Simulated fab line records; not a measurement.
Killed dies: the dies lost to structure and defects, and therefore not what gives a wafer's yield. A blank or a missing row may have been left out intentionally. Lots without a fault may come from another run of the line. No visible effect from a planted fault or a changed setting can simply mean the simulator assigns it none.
fab line records + flow gf180mcu
record
- lots=11
- wafers=33
- last_day=33
route steps=602 shown CONTACT@304 M1@318 V1@337
lots untouched by any fault: they come from a run of this same line in which no faults occurred
start_h: start of the lot's first displayed wafer, in hours after the record's first day + wait_h: how many hours have passed since the lot's step before this one + " repeats the value in the row above + L1.1+2: one row covering several wafers at once + - value missing, or start not given + * or withheld: withheld + < > ~ a bound
route shown NAME@n: a module of which the file shows steps, and the number in the route of the first + usual: mean/standard deviation taken from wafers without a fault + same: alike in all rows + chamber/n: place in a boat + sites: the reading at each site + _std_site: how widely they spread, as a standard deviation + _edge_site: the outer-site mean with the inner-site mean subtracted + radius_mm: for every site, how far away it sits from the centre of the wafer + mask NAME#n: copy n + behind: the tool/chamber that last shaped the wafer + hold: the reason the lot was held/the length of the hold in hours/how it ended + device: the n, p or np transistor that did not switch + end of line: at the end of the route, the tests of the same wafers + a step without rows: its recipe alone + killed: count of dies lost to structure and defects at first sort (not the wafer's yield) + map: shows each die of a wafer: x if killed, . if not, _ if none is there
set.NAME: the setting the step ran with; set.NAME@STEP: the setting that earlier step ran with + model.NAME: the simulator's own value behind a step, which no gauge read
a sample of lots followed through the steps of the route, with each step as a table and each wafer as a row
services: from which hour (start_h, from the record's first day; less than 0 if before it) a tool's chamber was out of use, for how many hours, and why
## steps
# step GF_CONTACT_ETCH_17
# recipe
- chemistry=C4F8/O2/Ar
- mask_material=KrF
- target=SiO2
- stop_on=CoSi2
- source_w=1500
- bias_w=1200
- pressure_mtorr=40
- c4f8_flow_sccm=withheld
- O2_flow_sccm=6
- Ar_flow_sccm=300
- time_s=withheld
- target_depth_a=8600
# usual
- oes_product_au=0.815/0.0049
| lot.wafer | tool        | chamber | start_h | wait_h | oes_product_au |
|-----------|-------------|---------|---------|--------|----------------|
| L731.1    | rie_diel-03 | 0       | -       | -      | 0.819          |
| L731.2    | "           | 1       | "       | "      | 0.820          |
| L731.4    | "           | 2       | "       | "      | 0.825          |
| L734.1    | rie_diel-03 | 3       | -       | -      | 0.809          |
| L734.2    | "           | 0       | "       | "      | 0.813          |
| L734.4    | "           | 1       | "       | "      | 0.817          |
| L738.4    | rie_diel-03 | 0       | -       | -      | 0.824          |
| L738.5    | "           | 2       | "       | "      | 0.813          |
| L738.6    | "           | 1       | "       | "      | 0.814          |
| L739.1    | rie_diel-02 | 0       | -       | -      | 0.813          |
| L739.5    | "           | 1       | "       | "      | 0.817          |
| L739.6    | "           | 2       | "       | "      | 0.821          |
| L740.4    | rie_diel-01 | 1       | -       | -      | 0.819          |
| L740.5    | "           | 0       | "       | "      | 0.815          |
| L740.6    | "           | 1       | "       | "      | 0.820          |
| L743.1    | rie_diel-03 | 3       | -       | -      | 0.817          |
| L743.4    | "           | 3       | "       | "      | 0.812          |
| L743.5    | "           | 1       | "       | "      | 0.814          |
| L744.4    | rie_diel-01 | 3       | -       | -      | 0.809          |
| L744.5    | "           | 1       | "       | "      | 0.812          |
| L744.6    | "           | 0       | "       | "      | 0.810          |
| L746.1    | rie_diel-03 | 2       | -       | -      | 0.810          |
| L746.2    | "           | 0       | "       | "      | 0.823          |
| L746.4    | "           | 1       | "       | "      | 0.818          |
| L748.3    | rie_diel-01 | 3       | -       | -      | 0.810          |
| L748.5    | "           | 1       | "       | "      | 0.817          |
| L748.6    | "           | 0       | "       | "      | 0.817          |
| L747.4    | rie_diel-01 | 2       | -       | -      | 0.816          |
| L747.5    | "           | 1       | "       | "      | 0.806          |
| L747.6    | "           | 2       | "       | "      | 0.818          |
| L749.1    | rie_diel-01 | 0       | -       | -      | 0.803          |
| L749.2    | "           | 3       | "       | "      | 0.818          |
| L749.3    | "           | 1       | "       | "      | 0.815          |
# step GF_M1_SPUTTER_03
# recipe
- material=Ti
- target_thk_nm=10
- substrate_temp_c=300
- chamber_pressure_pa=0.3
- power_w=3000
- time_s=6.7
# usual
- throttle_valve_pct=29.8/1.1
| lot.wafer | tool           | chamber | start_h | wait_h | throttle_valve_pct |
|-----------|----------------|---------|---------|--------|--------------------|
| L731.1    | pvd_sputter-01 | -       | 364.51  | 0.0    | 31.4               |
| L731.2    | "              | -       | "       | "      | 31.0               |
| L731.4    | "              | -       | "       | "      | 29.2               |
| L734.1    | pvd_sputter-03 | -       | 382.96  | 0.0    | 30.5               |
| L734.2    | "              | -       | "       | "      | 29.3               |
| L734.4    | "              | -       | "       | "      | 27.6               |
| L738.4    | pvd_sputter-02 | -       | 418.05  | 0.0    | 28.0               |
| L738.5    | "              | -       | "       | "      | 30.6               |
| L738.6    | "              | -       | "       | "      | 28.2               |
| L739.1    | pvd_sputter-03 | -       | 433.52  | 0.0    | 29.5               |
| L739.5    | "              | -       | "       | "      | 29.4               |
| L739.6    | "              | -       | "       | "      | 29.3               |
| L740.4    | pvd_sputter-01 | -       | 451.63  | 0.0    | 30.6               |
| L740.5    | "              | -       | "       | "      | 28.7               |
| L740.6    | "              | -       | "       | "      | 31.1               |
| L743.1    | pvd_sputter-03 | -       | 469.93  | 0.0    | 29.3               |
| L743.4    | "              | -       | "       | "      | 30.3               |
| L743.5    | "              | -       | "       | "      | 29.3               |
| L744.4    | pvd_sputter-01 | -       | 481.16  | 0.0    | 31.2               |
| L744.5    | "              | -       | "       | "      | 30.9               |
| L744.6    | "              | -       | "       | "      | 30.1               |
| L746.1    | pvd_sputter-03 | -       | 500.93  | 0.0    | 29.6               |
| L746.2    | "              | -       | "       | "      | 30.2               |
| L746.4    | "              | -       | "       | "      | 27.6               |
| L748.3    | pvd_sputter-01 | -       | 511.43  | 0.0    | 31.1               |
| L748.5    | "              | -       | "       | "      | 31.1               |
| L748.6    | "              | -       | "       | "      | 29.3               |
| L747.4    | pvd_sputter-02 | -       | 514.56  | 0.0    | 30.4               |
| L747.5    | "              | -       | "       | "      | 30.3               |
| L747.6    | "              | -       | "       | "      | 30.4               |
| L749.1    | pvd_sputter-02 | -       | 521.41  | 0.0    | 29.7               |
| L749.2    | "              | -       | "       | "      | 30.2               |
| L749.3    | "              | -       | "       | "      | 28.0               |
# step GF_V1_CVD_02
# recipe
- material=SiO2
- target_thk_nm=850
- precursor=TEOS
- temp_c=400
- time_s=94.851
- rf_w=600
# usual
- heater_power_w=692/74
- run_length_s=122.6/0.41
| lot.wafer | tool     | chamber | start_h | wait_h | heater_power_w | run_length_s |
|-----------|----------|---------|---------|--------|----------------|--------------|
| L731.1    | pecvd-02 | 1       | 387.35  | 0.1    | 715            | 123.1        |
| L731.2    | "        | 0       | "       | "      | 642            | 122.0        |
| L731.4    | "        | 2       | "       | "      | 771            | 122.6        |
| L734.1    | pecvd-02 | 1       | 407.43  | 0.1    | 682            | 122.9        |
| L734.2    | "        | 2       | "       | "      | 821            | 123.1        |
| L734.4    | "        | 2       | "       | "      | 813            | 122.7        |
| L738.4    | pecvd-02 | 1       | 442.98  | 0.1    | 598            | 122.7        |
| L738.5    | "        | 0       | "       | "      | 691            | 122.8        |
| L738.6    | "        | 2       | "       | "      | 665            | 122.6        |
| L739.1    | pecvd-04 | 1       | 458.89  | 0.1    | 672            | 123.2        |
| L739.5    | "        | 1       | "       | "      | 526            | 122.8        |
| L739.6    | "        | 2       | "       | "      | 746            | 121.7        |
| L740.4    | pecvd-02 | 0       | 476.29  | 0.1    | 660            | 122.7        |
| L740.5    | "        | 2       | "       | "      | 766            | 122.8        |
| L740.6    | "        | 1       | "       | "      | 614            | 122.6        |
| L743.1    | pecvd-02 | 0       | 494.50  | 0.1    | 612            | 122.5        |
| L743.4    | "        | 1       | "       | "      | 735            | 122.7        |
| L743.5    | "        | 2       | "       | "      | 760            | 122.7        |
| L744.4    | pecvd-02 | 2       | 505.92  | 0.1    | 802            | 122.7        |
| L744.5    | "        | 1       | "       | "      | 726            | 122.5        |
| L744.6    | "        | 0       | "       | "      | 585            | 122.4        |
| L746.1    | pecvd-04 | 0       | 525.85  | 0.1    | 726            | 123.1        |
| L746.2    | "        | 1       | "       | "      | 602            | 122.6        |
| L746.4    | "        | 2       | "       | "      | 675            | 121.9        |
| L748.3    | pecvd-01 | 2       | 535.41  | 0.0    | 636            | 123.0        |
| L748.5    | "        | 2       | "       | "      | 675            | 123.0        |
| L748.6    | "        | 0       | "       | "      | 615            | 122.5        |
| L747.4    | pecvd-02 | 2       | 538.07  | 0.1    | 819            | 139.0        |
| L747.5    | "        | 0       | "       | "      | 728            | 122.5        |
| L747.6    | "        | 1       | "       | "      | 689            | 139.2        |
| L749.1    | pecvd-02 | 0       | 545.19  | 0.1    | 699            | 138.0        |
| L749.2    | "        | 2       | "       | "      | 807            | 122.6        |
| L749.3    | "        | 1       | "       | "      | 726            | 122.9        |
# step GF_V1_THK_MEAS_03
# recipe
- reads=SiO2_of_V1_CVD_02
# usual
- V1_CVD_02_THK=843/9.8
| lot.wafer | tool          | chamber | start_h | wait_h | V1_CVD_02_THK[nm] |
|-----------|---------------|---------|---------|--------|-------------------|
| L731.1    | film_metro-02 | -       | 387.42  | 0.0    | 830               |
| L731.2    | "             | -       | "       | "      | 838               |
| L731.4    | "             | -       | "       | "      | 846               |
| L734.1    | film_metro-02 | -       | 407.50  | 0.0    | 836               |
| L734.2    | "             | -       | "       | "      | 836               |
| L734.4    | "             | -       | "       | "      | 849               |
| L738.4    | film_metro-03 | -       | 443.04  | 0.0    | 847               |
| L738.5    | "             | -       | "       | "      | 850               |
| L738.6    | "             | -       | "       | "      | 835               |
| L739.1    | film_metro-04 | -       | 458.96  | 0.0    | 839               |
| L739.5    | "             | -       | "       | "      | 842               |
| L739.6    | "             | -       | "       | "      | 863               |
| L740.4    | film_metro-03 | -       | 476.36  | 0.0    | 848               |
| L740.5    | "             | -       | "       | "      | 852               |
| L740.6    | "             | -       | "       | "      | 836               |
| L743.1    | film_metro-04 | -       | 494.57  | 0.0    | 843               |
| L743.4    | "             | -       | "       | "      | 839               |
| L743.5    | "             | -       | "       | "      | 846               |
| L744.4    | film_metro-03 | -       | 505.98  | 0.0    | 839               |
| L744.5    | "             | -       | "       | "      | 839               |
| L744.6    | "             | -       | "       | "      | 843               |
| L746.1    | film_metro-02 | -       | 525.92  | 0.0    | 839               |
| L746.2    | "             | -       | "       | "      | 842               |
| L746.4    | "             | -       | "       | "      | 849               |
| L748.3    | film_metro-03 | -       | 535.50  | 0.1    | 847               |
| L748.5    | "             | -       | "       | "      | 858               |
| L748.6    | "             | -       | "       | "      | 845               |
| L747.4    | film_metro-02 | -       | 538.13  | 0.0    | 988               |
| L747.5    | "             | -       | "       | "      | 837               |
| L747.6    | "             | -       | "       | "      | 986               |
| L749.1    | film_metro-04 | -       | 545.26  | 0.0    | 963               |
| L749.2    | "             | -       | "       | "      | 828               |
| L749.3    | "             | -       | "       | "      | 836               |
# step GF_V1_CMP_04
# recipe
- material=SiO2
- down_force_psi=4
- platen_rpm=60
- pad_velocity_m_s=0.94248
# usual
- edge_zone_pressure_frac=1.001/0.0049
- motor_current_A=11.5/0.74
- platen_rpm=59.99/0.038
- slurry_flow_ml_min=150.0/0.48
- time_to_endpoint_s=77/5.1
| lot.wafer | tool   | chamber | start_h | wait_h | edge_zone_pressure_frac | motor_current_A | platen_rpm | slurry_flow_ml_min | time_to_endpoint_s |
|-----------|--------|---------|---------|--------|-------------------------|-----------------|------------|--------------------|--------------------|
| L731.1    | cmp-01 | 3       | 387.48  | 0.1    | 0.998                   | 11.2            | 59.92      | 150.6              | 71                 |
| L731.4    | "      | 0       | "       | "      | 0.995                   | 13.2            | 60.00      | 150.4              | 71                 |
| L731.2    | "      | 1       | "       | "      | 1.010                   | 11.2            | 60.00      | 150.9              | 71                 |
| L734.4    | cmp-01 | 3       | 407.56  | 0.0    | 0.997                   | 11.3            | 60.07      | 149.5              | 79                 |
| L734.1    | "      | 0       | "       | "      | 1.005                   | 12.6            | 59.99      | 150.9              | 71                 |
| L734.2    | "      | 1       | "       | "      | 0.999                   | 11.2            | 59.95      | 150.1              | 72                 |
| L738.4    | cmp-02 | 1       | 443.17  | 0.1    | 1.010                   | 10.3            | 59.92      | 149.9              | 82                 |
| L738.6    | "      | 3       | "       | "      | 0.996                   | 11.1            | 60.05      | 149.2              | 70                 |
| L738.5    | "      | 0       | "       | "      | 1.002                   | 11.5            | 60.07      | 150.4              | 76                 |
| L739.1    | cmp-01 | 0       | 459.25  | 0.3    | 1.004                   | 12.0            | 59.98      | 149.4              | 75                 |
| L739.5    | "      | 2       | "       | "      | 1.002                   | 10.9            | 60.05      | 149.5              | 77                 |
| L739.6    | "      | 3       | "       | "      | 0.999                   | 11.2            | 59.97      | 149.1              | 86                 |
| L740.4    | cmp-01 | 2       | 476.55  | 0.2    | 0.990                   | 11.7            | 60.01      | 150.3              | 75                 |
| L740.5    | "      | 0       | "       | "      | 0.997                   | 12.1            | 60.03      | 150.1              | 74                 |
| L740.6    | "      | 1       | "       | "      | 1.002                   | 10.5            | 60.00      | 150.0              | 72                 |
| L743.4    | cmp-01 | 0       | 494.68  | 0.1    | 1.000                   | 13.0            | 60.00      | 150.2              | 72                 |
| L743.1    | "      | 2       | "       | "      | 0.999                   | 11.2            | 60.00      | 150.6              | 76                 |
| L743.5    | "      | 3       | "       | "      | 1.003                   | 11.6            | 60.00      | 150.1              | 77                 |
| L744.4    | cmp-01 | 1       | 506.16  | 0.2    | 1.003                   | 11.3            | 60.01      | 149.2              | 75                 |
| L744.6    | "      | 2       | "       | "      | 0.998                   | 10.9            | 59.96      | 150.3              | 74                 |
| L744.5    | "      | 3       | "       | "      | 0.990                   | 11.3            | 59.97      | 150.3              | 74                 |
| L746.1    | cmp-01 | 2       | 526.25  | 0.3    | 1.006                   | 11.4            | 59.94      | 150.1              | 72                 |
| L746.2    | "      | 3       | "       | "      | 0.997                   | 11.0            | 59.96      | 150.1              | 74                 |
| L746.4    | "      | 0       | "       | "      | 0.996                   | 12.8            | 60.00      | 150.3              | 73                 |
| L748.3    | cmp-02 | 2       | 535.64  | 0.1    | 1.005                   | 12.4            | 60.04      | 149.9              | 81                 |
| L748.5    | "      | 0       | "       | "      | 1.005                   | 11.0            | 59.98      | 150.0              | 86                 |
| L748.6    | "      | 1       | "       | "      | 1.002                   | 10.2            | 60.00      | 151.0              | 88                 |
| L747.4    | cmp-01 | 0       | 538.16  | 0.0    | 1.000                   | 12.7            | 60.03      | 149.5              | 123                |
| L747.6    | "      | 0       | "       | "      | 1.003                   | 12.6            | 60.04      | 149.6              | 127                |
| L747.5    | "      | 1       | "       | "      | 1.002                   | 11.0            | 59.98      | 150.6              | 72                 |
| L749.1    | cmp-02 | 2       | 545.32  | 0.1    | 1.007                   | 11.9            | 60.02      | 150.0              | 126                |
| L749.3    | "      | 0       | "       | "      | 1.004                   | 10.9            | 60.02      | 150.6              | 84                 |
| L749.2    | "      | 1       | "       | "      | 1.003                   | 10.5            | 60.00      | 149.6              | 84                 |
# step GF_V1_CD_MEAS_14
# recipe
- target_cd_nm=260
# usual
- cd_nm=259.9/1.1
| lot.wafer | tool      | chamber | start_h | wait_h | cd_nm |
|-----------|-----------|---------|---------|--------|-------|
| L731.1    | cd_sem-01 | -       | 411.56  | 0.1    | 259.7 |
| L731.2    | "         | -       | "       | "      | 259.9 |
| L731.4    | "         | -       | "       | "      | 259.8 |
| L734.1    | cd_sem-02 | -       | 431.25  | 0.1    | 259.0 |
| L734.2    | "         | -       | "       | "      | 260.4 |
| L734.4    | "         | -       | "       | "      | 259.9 |
| L738.4    | cd_sem-01 | -       | 468.11  | 0.1    | 259.1 |
| L738.5    | "         | -       | "       | "      | 260.7 |
| L738.6    | "         | -       | "       | "      | 259.3 |
| L739.1    | cd_sem-01 | -       | 483.25  | 0.1    | 262.1 |
| L739.5    | "         | -       | "       | "      | 261.4 |
| L739.6    | "         | -       | "       | "      | 261.3 |
| L740.4    | cd_sem-02 | -       | 500.56  | 0.1    | 260.1 |
| L740.5    | "         | -       | "       | "      | 260.0 |
| L740.6    | "         | -       | "       | "      | 258.6 |
| L743.1    | cd_sem-02 | -       | 518.35  | 0.1    | 258.5 |
| L743.4    | "         | -       | "       | "      | 258.8 |
| L743.5    | "         | -       | "       | "      | 258.1 |
| L744.4    | cd_sem-01 | -       | 529.86  | 0.1    | 260.2 |
| L744.5    | "         | -       | "       | "      | 259.6 |
| L744.6    | "         | -       | "       | "      | 259.3 |
| L746.1    | cd_sem-01 | -       | 548.85  | 0.1    | 261.8 |
| L746.2    | "         | -       | "       | "      | 260.3 |
| L746.4    | "         | -       | "       | "      | 260.1 |
| L748.3    | cd_sem-01 | -       | 559.00  | 0.1    | 262.5 |
| L748.5    | "         | -       | "       | "      | 260.2 |
| L748.6    | "         | -       | "       | "      | 261.9 |
| L747.4    | cd_sem-02 | -       | 561.17  | 0.1    | 261.6 |
| L747.5    | "         | -       | "       | "      | 262.0 |
| L747.6    | "         | -       | "       | "      | 262.3 |
| L749.1    | cd_sem-02 | -       | 568.00  | 0.1    | 260.0 |
| L749.2    | "         | -       | "       | "      | 259.8 |
| L749.3    | "         | -       | "       | "      | 258.6 |
## services
| tool        | chamber | start_h | hours | kind   |
|-------------|---------|---------|-------|--------|
| rie_diel-01 | 2       | 364.05  | 5.9   | repair |
| rie_diel-03 | 3       | 365.58  | 2.4   | repair |
| pecvd-04    | -       | 368.88  | 14.0  | pm     |
| rie_diel-03 | 1       | 370.58  | 3.9   | repair |
| rie_diel-02 | 2       | 370.60  | 5.6   | repair |
| cmp-01      | -       | 402.02  | 1.0   | repair |
| cmp-02      | -       | 404.00  | 4.0   | pm     |
| cmp-02      | -       | 416.00  | 0.9   | repair |
| pecvd-01    | -       | 419.31  | 2.8   | pm     |
| cmp-01      | -       | 421.43  | 22.5  | pm     |
| pecvd-02    | -       | 435.03  | 6.0   | pm     |
| rie_diel-01 | 3       | 438.78  | 2.8   | repair |
| rie_diel-02 | 0       | 445.68  | 11.9  | repair |
| cmp-01      | -       | 449.61  | 1.8   | repair |
| cmp-01      | -       | 449.86  | 0.4   | repair |
| cmp-02      | -       | 456.17  | 31.8  | repair |
| cmp-01      | -       | 466.05  | 3.4   | repair |
| cmp-01      | -       | 478.24  | 2.0   | repair |
| cmp-02      | -       | 480.43  | 0.2   | repair |
| cmp-01      | -       | 488.82  | 5.5   | pm     |
| cmp-01      | -       | 498.85  | 0.4   | repair |
| rie_diel-01 | 2       | 519.13  | 11.5  | repair |
| rie_diel-03 | 2       | 521.72  | 6.9   | repair |
| cmp-02      | -       | 537.93  | 1.9   | repair |
## key
first_sign
- step=GF_V1_CVD_02
- reading=run_length_s
- direction=up
- sigmas=40
- usual=*
- struck=*
effect
- step=GF_V1_THK_MEAS_03
- reading=V1_CVD_02_THK
- direction=up
- sigmas=14
- usual=843
- struck=979
effect
- step=GF_V1_CMP_04
- reading=time_to_endpoint_s
- direction=up
- sigmas=9.5
- usual=*
- struck=*
met_at GF_V1_CVD_02
struck_lots L747,L749
struck_wafers L747.4,L747.6,L749.1
not_acting_at GF_CONTACT_ETCH_17,GF_M1_SPUTTER_03,GF_V1_CD_MEAS_14
onset_between 505.92 538.07
fault
- kind=process_parameter_drift
- tool=pecvd-02
- chamber=-
- onset_h=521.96
- steps=GF_V1_CVD_02
- channel=time_s
- offset=*
- shape=step
- end_h=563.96
- scope=struck_wafers_only
- acts_in=*
- stated=*
